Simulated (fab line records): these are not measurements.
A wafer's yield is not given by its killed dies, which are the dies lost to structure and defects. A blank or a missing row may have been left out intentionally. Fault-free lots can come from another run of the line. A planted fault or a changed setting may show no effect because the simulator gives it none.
fab line records :: flow sky130
record
  lots=5
  wafers=15
  lastDay=50
route steps=708 shown PWDE@84 VT_ADJUST_HVTP@85 VT_ADJUST_LVTN@97
lots that met no fault: taken from a fault-free run of the same line
startH: hours from the record's first day to the start of the lot's first wafer shown :: waitH: hours from the lot's prior step to this one :: " repeats the value in the row above :: L1.1+2: a row that stands for several wafers :: - value missing, or start not given :: * or withheld: withheld :: < > ~ a bound
route shown NAME@n: names a module that has steps shown in the file, with the first one's number in the route :: usual: mean/standard deviation of fault-free wafers :: same: alike in all rows :: chamber/n: place in a boat :: sites: each site's reading :: _std_site: standard deviation of those values :: _edge_site: mean of outer sites minus mean of inner sites :: radiusMm: for every site, how far away it sits from the centre of the wafer :: mask NAME#n: copy n :: behind: the most recent tool/chamber to have shaped the wafer :: hold: why the lot went on hold/how many hours it stayed there/how the hold came to an end :: device: whichever transistor did not switch (one of n, p or np) :: end of line: tests of these same wafers at the route's end :: a step with no rows: only its recipe :: killed: the dies lost at the first sort to structure and to defects; this is not the yield of the wafer :: map: a wafer's dies, x killed, . not, _ none there
set.NAME: the setting the step ran with; set.NAME@STEP: the setting that earlier step ran with :: model.NAME: the simulator's own value behind a step, which no gauge read
certain route steps with their lots: each step a table, each wafer a row
services: the hour from which a tool's chamber was out of use, counted from the record's first day as startH (under 0 if before that day), plus the number of hours and why
## steps
# step SKY_NWELL_RS_MEAS_31
# recipe
  thkMeasGauge=four-point-probe
# usual
  PWDE_RS=5278/19
lot.wafer: L674.2
tool: filmMetro-02
chamber: -
startH: 116.49
waitH: 0.1
PWDE_RS[ohm/sq]: 5251

lot.wafer: L674.3
tool: filmMetro-02
chamber: -
startH: 116.49
waitH: 0.1
PWDE_RS[ohm/sq]: 5247

lot.wafer: L674.5
tool: filmMetro-02
chamber: -
startH: 116.49
waitH: 0.1
PWDE_RS[ohm/sq]: 5244

lot.wafer: L682.1
tool: filmMetro-02
chamber: -
startH: 165.10
waitH: 0.1
PWDE_RS[ohm/sq]: 5290

lot.wafer: L682.3
tool: filmMetro-02
chamber: -
startH: 165.10
waitH: 0.1
PWDE_RS[ohm/sq]: 5299

lot.wafer: L682.5
tool: filmMetro-02
chamber: -
startH: 165.10
waitH: 0.1
PWDE_RS[ohm/sq]: 5273

lot.wafer: L684.2
tool: filmMetro-03
chamber: -
startH: 176.09
waitH: 0.1
PWDE_RS[ohm/sq]: 5269

lot.wafer: L684.3
tool: filmMetro-03
chamber: -
startH: 176.09
waitH: 0.1
PWDE_RS[ohm/sq]: 5255

lot.wafer: L684.6
tool: filmMetro-03
chamber: -
startH: 176.09
waitH: 0.1
PWDE_RS[ohm/sq]: 5270

lot.wafer: L686.1
tool: filmMetro-02
chamber: -
startH: 184.81
waitH: 0.1
PWDE_RS[ohm/sq]: 5266

lot.wafer: L686.2
tool: filmMetro-02
chamber: -
startH: 184.81
waitH: 0.1
PWDE_RS[ohm/sq]: 5283

lot.wafer: L686.5
tool: filmMetro-02
chamber: -
startH: 184.81
waitH: 0.1
PWDE_RS[ohm/sq]: 5258

lot.wafer: L690.2
tool: filmMetro-03
chamber: -
startH: 215.03
waitH: 0.1
PWDE_RS[ohm/sq]: 5275

lot.wafer: L690.4
tool: filmMetro-03
chamber: -
startH: 215.03
waitH: 0.1
PWDE_RS[ohm/sq]: 5295

lot.wafer: L690.5
tool: filmMetro-03
chamber: -
startH: 215.03
waitH: 0.1
PWDE_RS[ohm/sq]: 5268
# step SKY_VT_ADJUST_HVTP_DEHYDRATE_00
# recipe
  tempC=200
  timeS=60
# step SKY_VT_ADJUST_HVTP_HMDS_01
# recipe
  primeTimeS=60
  primeTempC=120
# step SKY_VT_ADJUST_HVTP_COAT_02
# recipe
  resist=NOVOLAK
  spinRpm=3000
  resistThkNm=1140
# step SKY_VT_ADJUST_HVTP_SOFTBAKE_03
# recipe
  tempC=90
  timeS=60
  resist=NOVOLAK
# step SKY_VT_ADJUST_HVTP_EXPOSE_04
# recipe
  maskId=HVTPM
  na=0.6
  sourceShape=conventional
  sigmaOuter=0.6
  polarization=unpolarized
  targetCdNm=380
  doseMj=140
# step SKY_VT_ADJUST_HVTP_PEB_05
# recipe
  tempC=withheld
  timeS=*
  resist=NOVOLAK
# step SKY_VT_ADJUST_HVTP_DEVELOP_06
# recipe
  resist=NOVOLAK
  developer=TMAH
  developTimeS=60
  devTempC=23
# step SKY_VT_ADJUST_HVTP_CD_MEAS_07
# recipe
  targetCdNm=380
# usual
  cdNm=379.8/2.3
lot.wafer: L674.2
tool: cdSem-01
chamber: -
startH: 136.04
waitH: 0.1
cdNm: 379.0

lot.wafer: L674.3
tool: cdSem-01
chamber: -
startH: 136.04
waitH: 0.1
cdNm: 379.3

lot.wafer: L674.5
tool: cdSem-01
chamber: -
startH: 136.04
waitH: 0.1
cdNm: 379.9

lot.wafer: L682.1
tool: cdSem-01
chamber: -
startH: 185.89
waitH: 0.1
cdNm: 378.7

lot.wafer: L682.3
tool: cdSem-01
chamber: -
startH: 185.89
waitH: 0.1
cdNm: 379.2

lot.wafer: L682.5
tool: cdSem-01
chamber: -
startH: 185.89
waitH: 0.1
cdNm: 378.1

lot.wafer: L684.2
tool: cdSem-01
chamber: -
startH: 198.16
waitH: 0.1
cdNm: 377.8

lot.wafer: L684.3
tool: cdSem-01
chamber: -
startH: 198.16
waitH: 0.1
cdNm: 381.7

lot.wafer: L684.6
tool: cdSem-01
chamber: -
startH: 198.16
waitH: 0.1
cdNm: 377.5

lot.wafer: L686.1
tool: cdSem-02
chamber: -
startH: 207.49
waitH: 0.1
cdNm: 376.9

lot.wafer: L686.2
tool: cdSem-02
chamber: -
startH: 207.49
waitH: 0.1
cdNm: 376.2

lot.wafer: L686.5
tool: cdSem-02
chamber: -
startH: 207.49
waitH: 0.1
cdNm: 378.4

lot.wafer: L690.2
tool: cdSem-02
chamber: -
startH: 238.84
waitH: 0.1
cdNm: 383.3

lot.wafer: L690.4
tool: cdSem-02
chamber: -
startH: 238.84
waitH: 0.1
cdNm: 378.9

lot.wafer: L690.5
tool: cdSem-02
chamber: -
startH: 238.84
waitH: 0.1
cdNm: 379.0
# step SKY_VT_ADJUST_HVTP_OVL_MEAS_08
# usual
  VT_ADJUST_HVTP_OVL=-0.5/1.3
lot.wafer: L674.2
tool: overlay-01
chamber: -
startH: 136.15
waitH: 0.1
VT_ADJUST_HVTP_OVL[nm]: -0.1

lot.wafer: L674.3
tool: overlay-01
chamber: -
startH: 136.15
waitH: 0.1
VT_ADJUST_HVTP_OVL[nm]: -1.2

lot.wafer: L674.5
tool: overlay-01
chamber: -
startH: 136.15
waitH: 0.1
VT_ADJUST_HVTP_OVL[nm]: 0.2

lot.wafer: L682.1
tool: overlay-02
chamber: -
startH: 186.01
waitH: 0.1
VT_ADJUST_HVTP_OVL[nm]: -1.7

lot.wafer: L682.3
tool: overlay-02
chamber: -
startH: 186.01
waitH: 0.1
VT_ADJUST_HVTP_OVL[nm]: -2.5

lot.wafer: L682.5
tool: overlay-02
chamber: -
startH: 186.01
waitH: 0.1
VT_ADJUST_HVTP_OVL[nm]: -1.3

lot.wafer: L684.2
tool: overlay-02
chamber: -
startH: 198.26
waitH: 0.1
VT_ADJUST_HVTP_OVL[nm]: 2.2

lot.wafer: L684.3
tool: overlay-02
chamber: -
startH: 198.26
waitH: 0.1
VT_ADJUST_HVTP_OVL[nm]: 0.9

lot.wafer: L684.6
tool: overlay-02
chamber: -
startH: 198.26
waitH: 0.1
VT_ADJUST_HVTP_OVL[nm]: 2.1

lot.wafer: L686.1
tool: overlay-02
chamber: -
startH: 207.61
waitH: 0.1
VT_ADJUST_HVTP_OVL[nm]: -1.7

lot.wafer: L686.2
tool: overlay-02
chamber: -
startH: 207.61
waitH: 0.1
VT_ADJUST_HVTP_OVL[nm]: -2.4

lot.wafer: L686.5
tool: overlay-02
chamber: -
startH: 207.61
waitH: 0.1
VT_ADJUST_HVTP_OVL[nm]: -0.2

lot.wafer: L690.2
tool: overlay-01
chamber: -
startH: 238.95
waitH: 0.1
VT_ADJUST_HVTP_OVL[nm]: 3.5

lot.wafer: L690.4
tool: overlay-01
chamber: -
startH: 238.95
waitH: 0.1
VT_ADJUST_HVTP_OVL[nm]: 0.1

lot.wafer: L690.5
tool: overlay-01
chamber: -
startH: 238.95
waitH: 0.1
VT_ADJUST_HVTP_OVL[nm]: 1.3
# step SKY_VT_ADJUST_HVTP_IMPLANT_09
# recipe
  species=As
  energyKev=150
  doseCm2=4.3e+12
  tiltDeg=withheld
# step SKY_VT_ADJUST_HVTP_STRIP_10
# recipe
  chemistry=O2/N2
  powerW=1400
  pressureMtorr=1500
  platenTempC=withheld
  o2FlowSccm=3000
  n2FlowSccm=300
  overashFraction=0.5
# usual
  drypumpMotorCurrentA=6.0/0.41
  oesProductAu=0.716/0.0046
  stripTimeToEndpointS=14.19/0.04
lot.wafer: L674.2
tool: plasmaAsher-03
chamber: 1
startH: 136.33
waitH: 0.1
drypumpMotorCurrentA: 6.1
oesProductAu: 0.713
rfHoursCounterH: 33
stripTimeToEndpointS: 14.24
model.NOVOLAK_of_VT_ADJUST_HVTP_COAT_02.thkNm: 0

lot.wafer: L674.3
tool: plasmaAsher-03
chamber: 0
startH: 136.33
waitH: 0.1
drypumpMotorCurrentA: 6.1
oesProductAu: 0.708
rfHoursCounterH: -
stripTimeToEndpointS: 14.21
model.NOVOLAK_of_VT_ADJUST_HVTP_COAT_02.thkNm: 0

lot.wafer: L674.5
tool: plasmaAsher-03
chamber: 1
startH: 136.33
waitH: 0.1
drypumpMotorCurrentA: 6.1
oesProductAu: 0.722
rfHoursCounterH: -
stripTimeToEndpointS: 14.19
model.NOVOLAK_of_VT_ADJUST_HVTP_COAT_02.thkNm: 0

lot.wafer: L682.1
tool: plasmaAsher-01
chamber: 1
startH: 186.19
waitH: 0.1
drypumpMotorCurrentA: 6.4
oesProductAu: 0.709
rfHoursCounterH: 37
stripTimeToEndpointS: 14.19
model.NOVOLAK_of_VT_ADJUST_HVTP_COAT_02.thkNm: 0

lot.wafer: L682.3
tool: plasmaAsher-01
chamber: 0
startH: 186.19
waitH: 0.1
drypumpMotorCurrentA: 5.3
oesProductAu: 0.721
rfHoursCounterH: -
stripTimeToEndpointS: 14.17
model.NOVOLAK_of_VT_ADJUST_HVTP_COAT_02.thkNm: 0

lot.wafer: L682.5
tool: plasmaAsher-01
chamber: 0
startH: 186.19
waitH: 0.1
drypumpMotorCurrentA: 5.3
oesProductAu: 0.710
rfHoursCounterH: -
stripTimeToEndpointS: 14.23
model.NOVOLAK_of_VT_ADJUST_HVTP_COAT_02.thkNm: 0

lot.wafer: L684.2
tool: plasmaAsher-03
chamber: 0
startH: 198.44
waitH: 0.1
drypumpMotorCurrentA: 6.1
oesProductAu: 0.717
rfHoursCounterH: 39
stripTimeToEndpointS: 14.21
model.NOVOLAK_of_VT_ADJUST_HVTP_COAT_02.thkNm: 0

lot.wafer: L684.3
tool: plasmaAsher-03
chamber: 1
startH: 198.44
waitH: 0.1
drypumpMotorCurrentA: 6.1
oesProductAu: 0.721
rfHoursCounterH: -
stripTimeToEndpointS: 14.18
model.NOVOLAK_of_VT_ADJUST_HVTP_COAT_02.thkNm: 0

lot.wafer: L684.6
tool: plasmaAsher-03
chamber: 0
startH: 198.44
waitH: 0.1
drypumpMotorCurrentA: 6.0
oesProductAu: 0.711
rfHoursCounterH: -
stripTimeToEndpointS: 14.19
model.NOVOLAK_of_VT_ADJUST_HVTP_COAT_02.thkNm: 0

lot.wafer: L686.1
tool: plasmaAsher-01
chamber: 1
startH: 207.79
waitH: 0.1
drypumpMotorCurrentA: 6.4
oesProductAu: 0.949
rfHoursCounterH: 38
stripTimeToEndpointS: -
model.NOVOLAK_of_VT_ADJUST_HVTP_COAT_02.thkNm: 281.9

lot.wafer: L686.2
tool: plasmaAsher-01
chamber: 0
startH: 207.79
waitH: 0.1
drypumpMotorCurrentA: 5.3
oesProductAu: 0.939
rfHoursCounterH: 38
stripTimeToEndpointS: -
model.NOVOLAK_of_VT_ADJUST_HVTP_COAT_02.thkNm: 282.8

lot.wafer: L686.5
tool: plasmaAsher-01
chamber: 1
startH: 207.79
waitH: 0.1
drypumpMotorCurrentA: 6.3
oesProductAu: 0.953
rfHoursCounterH: -
stripTimeToEndpointS: -
model.NOVOLAK_of_VT_ADJUST_HVTP_COAT_02.thkNm: 283.3

lot.wafer: L690.2
tool: plasmaAsher-03
chamber: 0
startH: 239.13
waitH: 0.1
drypumpMotorCurrentA: 6.0
oesProductAu: 0.708
rfHoursCounterH: 43
stripTimeToEndpointS: 14.16
model.NOVOLAK_of_VT_ADJUST_HVTP_COAT_02.thkNm: 0

lot.wafer: L690.4
tool: plasmaAsher-03
chamber: 0
startH: 239.13
waitH: 0.1
drypumpMotorCurrentA: 6.0
oesProductAu: 0.717
rfHoursCounterH: -
stripTimeToEndpointS: 14.14
model.NOVOLAK_of_VT_ADJUST_HVTP_COAT_02.thkNm: 0

lot.wafer: L690.5
tool: plasmaAsher-03
chamber: 1
startH: 239.13
waitH: 0.1
drypumpMotorCurrentA: 6.0
oesProductAu: 0.718
rfHoursCounterH: -
stripTimeToEndpointS: 14.13
model.NOVOLAK_of_VT_ADJUST_HVTP_COAT_02.thkNm: 0
# step SKY_VT_ADJUST_HVTP_TW_MEAS_11
# usual
  VT_ADJUST_HVTP_TW=1354/18
lot.wafer: L674.2
tool: filmMetro-01
chamber: -
startH: 136.44
waitH: 0.1
VT_ADJUST_HVTP_TW: 1329

lot.wafer: L674.3
tool: filmMetro-01
chamber: -
startH: 136.44
waitH: 0.1
VT_ADJUST_HVTP_TW: 1324

lot.wafer: L674.5
tool: filmMetro-01
chamber: -
startH: 136.44
waitH: 0.1
VT_ADJUST_HVTP_TW: 1330

lot.wafer: L682.1
tool: filmMetro-02
chamber: -
startH: 186.29
waitH: 0.1
VT_ADJUST_HVTP_TW: 1343

lot.wafer: L682.3
tool: filmMetro-02
chamber: -
startH: 186.29
waitH: 0.1
VT_ADJUST_HVTP_TW: 1342

lot.wafer: L682.5
tool: filmMetro-02
chamber: -
startH: 186.29
waitH: 0.1
VT_ADJUST_HVTP_TW: 1346

lot.wafer: L684.2
tool: filmMetro-04
chamber: -
startH: 198.55
waitH: 0.1
VT_ADJUST_HVTP_TW: 1378

lot.wafer: L684.3
tool: filmMetro-04
chamber: -
startH: 198.55
waitH: 0.1
VT_ADJUST_HVTP_TW: 1371

lot.wafer: L684.6
tool: filmMetro-04
chamber: -
startH: 198.55
waitH: 0.1
VT_ADJUST_HVTP_TW: 1363

lot.wafer: L686.1
tool: filmMetro-02
chamber: -
startH: 207.89
waitH: 0.1
VT_ADJUST_HVTP_TW: 1359

lot.wafer: L686.2
tool: filmMetro-02
chamber: -
startH: 207.89
waitH: 0.1
VT_ADJUST_HVTP_TW: 1352

lot.wafer: L686.5
tool: filmMetro-02
chamber: -
startH: 207.89
waitH: 0.1
VT_ADJUST_HVTP_TW: 1354

lot.wafer: L690.2
tool: filmMetro-01
chamber: -
startH: 239.24
waitH: 0.1
VT_ADJUST_HVTP_TW: 1332

lot.wafer: L690.4
tool: filmMetro-01
chamber: -
startH: 239.24
waitH: 0.1
VT_ADJUST_HVTP_TW: 1331

lot.wafer: L690.5
tool: filmMetro-01
chamber: -
startH: 239.24
waitH: 0.1
VT_ADJUST_HVTP_TW: 1333
# step SKY_VT_ADJUST_LVTN_DEHYDRATE_00
# recipe
  tempC=200
  timeS=60
# step SKY_VT_ADJUST_LVTN_HMDS_01
# recipe
  primeTimeS=60
  primeTempC=120
# step SKY_VT_ADJUST_LVTN_COAT_02
# recipe
  spinRpm=2000
  resistThkNm=3000
# step SKY_VT_ADJUST_LVTN_SOFTBAKE_03
# recipe
  tempC=110
  timeS=withheld
# step SKY_VT_ADJUST_LVTN_EXPOSE_04
# recipe
  maskId=NWM_COMPLEMENT_LESS_NATIVE
  na=0.6
  sourceShape=conventional
  sigmaOuter=0.6
  polarization=unpolarized
  targetCdNm=840
  doseMj=194
# step SKY_VT_ADJUST_LVTN_PEB_05
# recipe
  tempC=115
  timeS=withheld
# step SKY_VT_ADJUST_LVTN_DEVELOP_06
# recipe
  wallAngleDeg=90
  developer=TMAH
  developTimeS=60
  devTempC=23
# step SKY_VT_ADJUST_LVTN_OVL_MEAS_07
# usual
  VT_ADJUST_LVTN_OVL=-0.3/1.5
lot.wafer: L674.2
tool: overlay-01
chamber: -
startH: 157.24
waitH: -
VT_ADJUST_LVTN_OVL[nm]: 4.7

lot.wafer: L674.3
tool: overlay-01
chamber: -
startH: 157.24
waitH: -
VT_ADJUST_LVTN_OVL[nm]: 2.1

lot.wafer: L674.5
tool: overlay-01
chamber: -
startH: 157.24
waitH: -
VT_ADJUST_LVTN_OVL[nm]: 2.1

lot.wafer: L682.1
tool: overlay-02
chamber: -
startH: 209.13
waitH: -
VT_ADJUST_LVTN_OVL[nm]: 2.0

lot.wafer: L682.3
tool: overlay-02
chamber: -
startH: 209.13
waitH: -
VT_ADJUST_LVTN_OVL[nm]: 2.7

lot.wafer: L682.5
tool: overlay-02
chamber: -
startH: 209.13
waitH: -
VT_ADJUST_LVTN_OVL[nm]: 2.7

lot.wafer: L684.2
tool: overlay-01
chamber: -
startH: 222.14
waitH: -
VT_ADJUST_LVTN_OVL[nm]: -0.7

lot.wafer: L684.3
tool: overlay-01
chamber: -
startH: 222.14
waitH: -
VT_ADJUST_LVTN_OVL[nm]: -1.1

lot.wafer: L684.6
tool: overlay-01
chamber: -
startH: 222.14
waitH: -
VT_ADJUST_LVTN_OVL[nm]: -2.3

lot.wafer: L686.1
tool: overlay-02
chamber: -
startH: 231.46
waitH: -
VT_ADJUST_LVTN_OVL[nm]: -1.6

lot.wafer: L686.2
tool: overlay-02
chamber: -
startH: 231.46
waitH: -
VT_ADJUST_LVTN_OVL[nm]: -0.3

lot.wafer: L686.5
tool: overlay-02
chamber: -
startH: 231.46
waitH: -
VT_ADJUST_LVTN_OVL[nm]: -1.3

lot.wafer: L690.2
tool: overlay-02
chamber: -
startH: 262.54
waitH: -
VT_ADJUST_LVTN_OVL[nm]: -0.1

lot.wafer: L690.4
tool: overlay-02
chamber: -
startH: 262.54
waitH: -
VT_ADJUST_LVTN_OVL[nm]: 0.0

lot.wafer: L690.5
tool: overlay-02
chamber: -
startH: 262.54
waitH: -
VT_ADJUST_LVTN_OVL[nm]: -1.3
# step SKY_VT_ADJUST_LVTN_IMPLANT_08
# recipe
  species=B
  energyKev=30
  doseCm2=1.57e+12
  tiltDeg=withheld
# step SKY_VT_ADJUST_LVTN_STRIP_09
# recipe
  chemistry=O2/N2
  powerW=1400
  pressureMtorr=1500
  platenTempC=withheld
  o2FlowSccm=3000
  n2FlowSccm=300
  overashFraction=0.5
# usual
  drypumpMotorCurrentA=5.9/0.45
  oesProductAu=0.723/0.0041
  stripTimeToEndpointS=36.91/0.097
lot.wafer: L674.2
tool: plasmaAsher-04
chamber: 1
startH: 157.42
waitH: 0.1
drypumpMotorCurrentA: 6.0
oesProductAu: 0.723
rfHoursCounterH: 50
stripTimeToEndpointS: 36.88

lot.wafer: L674.3
tool: plasmaAsher-04
chamber: 1
startH: 157.42
waitH: 0.1
drypumpMotorCurrentA: 6.0
oesProductAu: 0.722
rfHoursCounterH: -
stripTimeToEndpointS: 36.87

lot.wafer: L674.5
tool: plasmaAsher-04
chamber: 1
startH: 157.42
waitH: 0.1
drypumpMotorCurrentA: 6.0
oesProductAu: 0.718
rfHoursCounterH: -
stripTimeToEndpointS: 36.86

lot.wafer: L682.1
tool: plasmaAsher-04
chamber: 1
startH: 209.32
waitH: 0.1
drypumpMotorCurrentA: 6.0
oesProductAu: 0.715
rfHoursCounterH: 55
stripTimeToEndpointS: 36.96

lot.wafer: L682.3
tool: plasmaAsher-04
chamber: 1
startH: 209.32
waitH: 0.1
drypumpMotorCurrentA: 6.1
oesProductAu: 0.731
rfHoursCounterH: -
stripTimeToEndpointS: 36.75

lot.wafer: L682.5
tool: plasmaAsher-04
chamber: 0
startH: 209.32
waitH: 0.1
drypumpMotorCurrentA: 6.3
oesProductAu: 0.723
rfHoursCounterH: -
stripTimeToEndpointS: 36.81

lot.wafer: L684.2
tool: plasmaAsher-04
chamber: 1
startH: 222.32
waitH: 0.1
drypumpMotorCurrentA: 6.0
oesProductAu: 0.722
rfHoursCounterH: 57
stripTimeToEndpointS: 36.93

lot.wafer: L684.3
tool: plasmaAsher-04
chamber: 0
startH: 222.32
waitH: 0.1
drypumpMotorCurrentA: 6.4
oesProductAu: 0.728
rfHoursCounterH: -
stripTimeToEndpointS: 36.82

lot.wafer: L684.6
tool: plasmaAsher-04
chamber: 0
startH: 222.32
waitH: 0.1
drypumpMotorCurrentA: 6.4
oesProductAu: 0.730
rfHoursCounterH: -
stripTimeToEndpointS: 36.93

lot.wafer: L686.1
tool: plasmaAsher-04
chamber: 1
startH: 231.65
waitH: 0.1
drypumpMotorCurrentA: 6.0
oesProductAu: 0.717
rfHoursCounterH: 57
stripTimeToEndpointS: 41.08

lot.wafer: L686.2
tool: plasmaAsher-04
chamber: 0
startH: 231.65
waitH: 0.1
drypumpMotorCurrentA: 6.3
oesProductAu: 0.725
rfHoursCounterH: 57
stripTimeToEndpointS: 41.16

lot.wafer: L686.5
tool: plasmaAsher-04
chamber: 1
startH: 231.65
waitH: 0.1
drypumpMotorCurrentA: 6.1
oesProductAu: 0.721
rfHoursCounterH: -
stripTimeToEndpointS: 41.04

lot.wafer: L690.2
tool: plasmaAsher-04
chamber: 1
startH: 262.72
waitH: 0.1
drypumpMotorCurrentA: 6.1
oesProductAu: 0.727
rfHoursCounterH: 60
stripTimeToEndpointS: 37.00

lot.wafer: L690.4
tool: plasmaAsher-04
chamber: 1
startH: 262.72
waitH: 0.1
drypumpMotorCurrentA: 6.1
oesProductAu: 0.718
rfHoursCounterH: -
stripTimeToEndpointS: 36.95

lot.wafer: L690.5
tool: plasmaAsher-04
chamber: 0
startH: 262.72
waitH: 0.1
drypumpMotorCurrentA: 6.4
oesProductAu: 0.729
rfHoursCounterH: -
stripTimeToEndpointS: 37.05
# step SKY_VT_ADJUST_LVTN_TW_MEAS_10
# usual
  VT_ADJUST_LVTN_TW=241.8/2.1
lot.wafer: L674.2
tool: filmMetro-03
chamber: -
startH: 157.53
waitH: 0.1
VT_ADJUST_LVTN_TW: 243.3

lot.wafer: L674.3
tool: filmMetro-03
chamber: -
startH: 157.53
waitH: 0.1
VT_ADJUST_LVTN_TW: 241.8

lot.wafer: L674.5
tool: filmMetro-03
chamber: -
startH: 157.53
waitH: 0.1
VT_ADJUST_LVTN_TW: 242.0

lot.wafer: L682.1
tool: filmMetro-02
chamber: -
startH: 209.42
waitH: 0.1
VT_ADJUST_LVTN_TW: 240.2

lot.wafer: L682.3
tool: filmMetro-02
chamber: -
startH: 209.42
waitH: 0.1
VT_ADJUST_LVTN_TW: 240.6

lot.wafer: L682.5
tool: filmMetro-02
chamber: -
startH: 209.42
waitH: 0.1
VT_ADJUST_LVTN_TW: 240.2

lot.wafer: L684.2
tool: filmMetro-02
chamber: -
startH: 222.43
waitH: 0.1
VT_ADJUST_LVTN_TW: 241.4

lot.wafer: L684.3
tool: filmMetro-02
chamber: -
startH: 222.43
waitH: 0.1
VT_ADJUST_LVTN_TW: 239.7

lot.wafer: L684.6
tool: filmMetro-02
chamber: -
startH: 222.43
waitH: 0.1
VT_ADJUST_LVTN_TW: 240.6

lot.wafer: L686.1
tool: filmMetro-03
chamber: -
startH: 231.75
waitH: 0.1
VT_ADJUST_LVTN_TW: 31.9

lot.wafer: L686.2
tool: filmMetro-03
chamber: -
startH: 231.75
waitH: 0.1
VT_ADJUST_LVTN_TW: 31.5

lot.wafer: L686.5
tool: filmMetro-03
chamber: -
startH: 231.75
waitH: 0.1
VT_ADJUST_LVTN_TW: 31.6

lot.wafer: L690.2
tool: filmMetro-02
chamber: -
startH: 262.83
waitH: 0.1
VT_ADJUST_LVTN_TW: 239.0

lot.wafer: L690.4
tool: filmMetro-02
chamber: -
startH: 262.83
waitH: 0.1
VT_ADJUST_LVTN_TW: 239.3

lot.wafer: L690.5
tool: filmMetro-02
chamber: -
startH: 262.83
waitH: 0.1
VT_ADJUST_LVTN_TW: 239.0
# step SKY_VT_ADJUST_LVTN_DEHYDRATE_11
# recipe
  tempC=200
  timeS=60
## services
tool: plasmaAsher-01
chamber: -
startH: 118.82
hours: 14.6
kind: pm

tool: plasmaAsher-04
chamber: -
startH: 136.42
hours: 14.6
kind: pm

tool: plasmaAsher-04
chamber: -
startH: 182.04
hours: 1.4
kind: repair

tool: plasmaAsher-01
chamber: -
startH: 188.25
hours: 7.5
kind: repair

tool: plasmaAsher-04
chamber: -
startH: 193.02
hours: 4.3
kind: repair
## key
firstSign
  step=SKY_VT_ADJUST_HVTP_STRIP_10
  reading=oesProductAu
  direction=up
  sigmas=50
  usual=0.716
  struck=0.947
effect
  step=SKY_VT_ADJUST_LVTN_STRIP_09
  reading=stripTimeToEndpointS
  direction=up
  sigmas=43
  usual=*
  struck=*
effect
  step=SKY_VT_ADJUST_LVTN_TW_MEAS_10
  reading=VT_ADJUST_LVTN_TW
  direction=down
  sigmas=98
  usual=241.8
  struck=31.7
modelEffect
  step=SKY_VT_ADJUST_HVTP_STRIP_10
  value=NOVOLAK_of_VT_ADJUST_HVTP_COAT_02.thkNm
  without=0
  struck=282.7
metAt SKY_VT_ADJUST_HVTP_STRIP_10
struckWafers L686.1,L686.2,L686.5
sortLeftOut L686.1,L686.2,L686.5
testerLeftOut L686
onsetBetween 186.19 207.79
fault
  kind=stripAborted
  tool=plasmaAsher-01
  chamber=-
  onsetH=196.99
  steps=SKY_VT_ADJUST_HVTP_STRIP_10
  offset=0.5333
  endH=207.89
# testerLeftOut: of these lots the tester's yield and bins aren't shown, on N5 and GAA mostly nor the transistor test; their killed dies are dies lost to structure and defects alone, not to doping, threshold or leakage, so they don't give the yield
# sortLeftOut: the simulated sort isn't trusted on such a fault, so these wafers' sort isn't shown, and their yield isn't known
